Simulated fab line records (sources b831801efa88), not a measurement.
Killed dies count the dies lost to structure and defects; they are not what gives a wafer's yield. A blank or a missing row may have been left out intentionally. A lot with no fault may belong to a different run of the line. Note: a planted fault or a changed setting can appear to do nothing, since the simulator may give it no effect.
A lot that was struck, set against a sound lot :: flow sky130 :: 17 steps out of a route of 708
Sound: these wafers, L850.1, L850.2, L850.3. Struck: wafers L840.2, L840.4 (left out: L840.1, a lot-mate that was not struck); the cause follows at the end.
Per side, at each step with rows, come the tool, then ch with its chambers, and then its first start. Under that, the readings that differ: sound wafers :: struck wafers :: difference of the means :: sigmas: that difference in standard deviations of wafers without a fault.
alike: readings whose means differ by less than 2 such deviations, and words and numbers that are the same on both sides. not compared: withheld readings, readings that some wafer has no value for, bounds like >300 that may hide the same value, and numbers for which the record gives no deviation and whose values overlap.
Wherever a step has rows on one side only, a row that says differs or no value, or a row with sigmas, the two part there. Numbers that have no deviation but don't overlap get no sigmas and don't part them. Lack of a reading on every wafer of one side parts them only where that side has two or more wafers.

first, 3 steps without rows for these wafers: SKY_VIA1_EXPOSE_09 (exposes mask VIM, target cd 150 nm); SKY_VIA1_PEB_10; SKY_VIA1_DEVELOP_11 (develop time 60 s).
SKY_VIA1_CD_MEAS_12: target cd 150 nm.
  sound on cd_sem-02, day 40 22:59; struck on cd_sem-02, day 36 16:14
  alike: cd_nm
SKY_VIA1_OVL_MEAS_13:
  sound on overlay-01, day 40 23:06; struck on overlay-02, day 36 16:22
  alike: VIA1_OVL
SKY_VIA1_ETCH_14: etches BARC in N2/H2, stops on SiO2, time 45.9 s, target depth 60 nm.
  sound on rie_diel-01 ch 0,1,2, day 40 23:08; struck on rie_diel-03 ch 0,3, day 36 16:24
  alike: drypump_motor_current_A, n2_flow_sccm, oes_product_au, throttle_valve_pct
  not compared: rf_hours_counter_h
SKY_VIA1_ETCH_15: etches SiO2 in C4F8/O2/Ar, stops on TiN, target depth 351 nm, time 54 s.
  sound on rie_diel-01 ch 0,1,2, day 40 23:11; struck on rie_diel-03 ch 0,3, day 36 16:26
  alike: oes_product_au
  not compared: rf_hours_counter_h
SKY_VIA1_STRIP_16: strips in O2/N2.
  sound on plasma_asher-03 ch 0,1, day 40 23:14; struck on plasma_asher-03 ch 0,1, day 36 16:29
  alike: drypump_motor_current_A, n2_flow_sccm, oes_product_au, strip_time_to_endpoint_s
  not compared: rf_hours_counter_h
then, 3 steps without rows for these wafers: SKY_VIA1_STRIP_17 (strips in post etch residue remover, time 1200 s); SKY_VIA1_CLEAN_18 (cleans in IPA, time 180 s); SKY_VIA1_CLEAN_19 (cleans in O3/DIW).
SKY_VIA1_SPUTTER_20: material TiN, target thk 20 nm, time 80 s.
  sound on pvd_sputter-02, day 40 23:58; struck on pvd_sputter-01, day 36 17:05
  alike: throttle_valve_pct
SKY_VIA1_CVD_21: deposits W, target thk 270 nm, time 80.902 s.
  sound on cvd_w-01 ch 0,1, day 41 00:01; struck on cvd_w-02 ch 0, day 36 17:08
reading: model.W_of_VIA1_CVD_21.thk_nm (nm)
sound: 268.9 268.1 269.7
struck: 246.4 245.3
difference: -23.0
sigmas: 
  alike: chamber_pressure_Torr, heater_power_w, susceptor_temp_C
  not compared: since_wet_clean_h
SKY_VIA1_RS_MEAS_22: the measuring method here is four-point-probe.
  sound on film_metro-03, day 41 00:07; struck on film_metro-02, day 36 17:14
reading: VIA1_W_RS (ohm/sq)
sound: 0.429 0.429 0.427
struck: 0.468 0.470
difference: +0.041
sigmas: +12
SKY_VIA1_THK_MEAS_23: measures by xrf.
  sound on film_metro-03, day 41 00:14; struck on film_metro-02, day 36 17:21
reading: VIA1_W_THK (nm)
sound: 261 261 261
struck: 235 234
difference: -26
sigmas: -9
SKY_VIA1_CMP_24: polishes, stops on SiO2, t overpolish 15 s, target thk 0 nm.
  sound on cmp-01 ch 1,2,3, day 41 00:17; struck on cmp-01 ch 1,3, day 36 17:40
  alike: motor_current_A
-- the record jumps here: 11 days lie between the struck wafers' starts before and after (it left off in module VIA1 and takes up again in module PAD_OPEN, whose first step shown is number 708 of the route) --
SKY_PAD_OPEN_PROBE_99:
  sound on prober-02, day 50 19:16; struck on prober-02, day 47 19:42
  alike: defect_limited_yield, killed_at_M0_to_M3, killed_at_M4_up, killed_at_contacts, killed_at_front_end, killed_at_other, killed_dies, killed_open, killed_short, sort_bin_3_pad_short, sort_bin_5_function, sort_bin_6_memory, sort_n_pass, sort_yield_pct

WHERE THEY PART
First at SKY_VIA1_RS_MEAS_22; last, within this record, at SKY_VIA1_THK_MEAS_23. Later steps at which nothing parts them and some readings are alike: SKY_VIA1_CMP_24, SKY_PAD_OPEN_PROBE_99.

WHY: what the simulator had put in
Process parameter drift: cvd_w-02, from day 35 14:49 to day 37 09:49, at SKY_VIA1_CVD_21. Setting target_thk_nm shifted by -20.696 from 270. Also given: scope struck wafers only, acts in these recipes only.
